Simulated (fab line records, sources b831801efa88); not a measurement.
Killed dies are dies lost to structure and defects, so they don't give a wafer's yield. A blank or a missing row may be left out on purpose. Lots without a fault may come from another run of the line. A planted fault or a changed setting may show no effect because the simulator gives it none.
Problem report in the 8D (eight disciplines) form, filled by code | flow gf180mcu | the parts of the form that need people (team, actions taken, sign-off) are left out

1. THE PROBLEM
VT_IMPLANT_4_TW at GF_VT_IMPLANT_TW_MEAS_43 reads a mean of 665 on 6 wafers of 2 lots; wafers without a fault read 691 with a standard deviation of 3.7. That is -7.0 standard deviations from the usual mean.
First seen on wafer L686.1, day 11 03:00, on film_metro-04. The record holds 42 wafers of 14 lots with a number at this step. Rule for "out", or "out of limits": more than 4 standard deviations from the usual mean. The other wafers with a number count as sound.

2. WHAT IT IS AND WHAT IT IS NOT
question                    | is                           | is not
which readings at this step | VT_IMPLANT_4_TW              | -
which lots                  | L686, L690                   | L674, L675, L676, L677, L678, L679, L681, L689, L691, L692, L695, L696
which wafers of those lots  | all that have a number       | -
read on which gauges        | film_metro-03, film_metro-04 | film_metro-01
when                        | from day 11 03:00            | up to then (21 sound wafers); but 15 sound wafers of L689, L691, L692, L695, L696 came after

3. SUSPECTS, AND WHAT RULES EACH OUT
Counting: a tool at a process step up to the reading stays a suspect if it ran every lot that is out and no sound lot after the first of them.
- the gauge at GF_VT_IMPLANT_TW_MEAS_43: ruled out. The wafers that are out were read on 2 gauges (film_metro-03, film_metro-04).
- implanter-02 at GF_VT_IMPLANT_IMPLANT_41: kept. It ran every lot that is out, first L686 (day 11 02:45), and no sound lot after that; its last sound lot up to then is L681 (day 9 22:42). Its own readings are out on those wafers: beam_energy_keV.
Left after counting: implanter-02 at GF_VT_IMPLANT_IMPLANT_41.

4. THE CAUSE (what the simulator had put in)
Process parameter drift: implanter-02, from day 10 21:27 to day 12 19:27, at GF_VT_IMPLANT_IMPLANT_41. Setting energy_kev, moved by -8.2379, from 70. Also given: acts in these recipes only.
Counting left only this tool.

5. THE CHAIN OF EFFECTS, in route order
Each row: a reading whose mean over the struck wafers that have a number lies more than 3 standard deviations from the usual. Only readings for which the record gives a usual standard deviation are gone through. hours: the time from each lot's start at the first step in this table that gives one to its start at this step, as a median over the lots. sigmas: the change in usual standard deviations.
hours | step                     | reading         | usual  | on struck wafers | change | sigmas
0     | GF_VT_IMPLANT_IMPLANT_41 | beam_energy_keV | 70.000 | 61.780           | -8.220 | -99 or more
0     | GF_VT_IMPLANT_TW_MEAS_43 | VT_IMPLANT_4_TW | 691    | 665              | -26    | -7.0
The process steps in it:
- GF_VT_IMPLANT_IMPLANT_41

6. WHAT WOULD HAVE CAUGHT IT SOONER
In this record the first reading out of limits at a measuring or inspecting step was taken at day 11 03:00, 6 hours after the fault began at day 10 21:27.
The tool's own readings at GF_VT_IMPLANT_IMPLANT_41 were out on every struck wafer that the step has a row for (beam_energy_keV): an alarm limit on them would have fired on the first of those.
Of the lots that are out (2), L690 began GF_VT_IMPLANT_IMPLANT_41 on implanter-02 after day 11 03:00. A hold on the tool at that time would have spared it.
